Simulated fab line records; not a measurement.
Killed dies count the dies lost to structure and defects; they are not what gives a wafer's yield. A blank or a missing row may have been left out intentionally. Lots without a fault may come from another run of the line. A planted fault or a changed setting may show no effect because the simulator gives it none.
Matching of chambers	flow gf180mcu	GF_SAB_ETCH_11 on rieDiel-04 has 4 sister chambers
The step etches SiO2 in C4F8/O2/Ar, target depth 55 nm, time 8.5 s. 14 wafers are shown with their chamber, then 7 later ones without.

## WAFERS WITH THEIR CHAMBER
wafer	chamber	oesProductAu (a.u.)
L686.2	3	1.001
L686.4	1	0.984
L686.6	3	0.995
L688.1	3	0.996
L688.3	2	0.991
L688.4	0	0.960
L690.1	1	0.990
L690.2	3	1.007
L690.5	3	0.990
L692.1	0	0.963
L692.3	2	0.986
L692.4	3	0.995
L695.1	3	0.995
L695.2	2	0.987

SIGNATURES (averages over the wafers above)
reading	chamber 0	chamber 1	chamber 2	chamber 3	scatter within a chamber
oesProductAu	0.96150	0.98700	0.98800	0.99700	0.00463
Rule: distance of a wafer from a chamber = root of the sum over the readings of ((wafer's reading minus chamber's mean) / reading's scatter) squared. The wafer belongs to the nearest chamber; if the next one is less than 2 further off, it can't be placed. The scatter is the square root of a quotient: the sum, over the shown wafers, of each reading's squared deviation from its chamber's mean, divided by wafers minus chambers.

## WAFERS WHOSE CHAMBER IS MISSING
wafer	oesProductAu (a.u.)
L695.3	0.978
L704.1	0.971
L704.3	0.979
L704.5	0.985
L707.1	0.982
L707.2	0.969
L707.5	0.991

## WHICH CHAMBER EACH WENT THROUGH
wafer	from the rows above	in truth
L695.3	can't be placed: 1 or 2 or 0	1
L704.1	can't be placed: 0 or 1 or 2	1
L704.3	can't be placed: 1 or 2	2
L704.5	can't be placed: 1 or 2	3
L707.1	can't be placed: 1 or 2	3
L707.2	0	0
L707.5	can't be placed: 2 or 1 or 3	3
Correct placement for 1 of the 7. Not placeable from these rows: 6 (in 4, the candidates include the true chamber). Wrongly placed: 0.
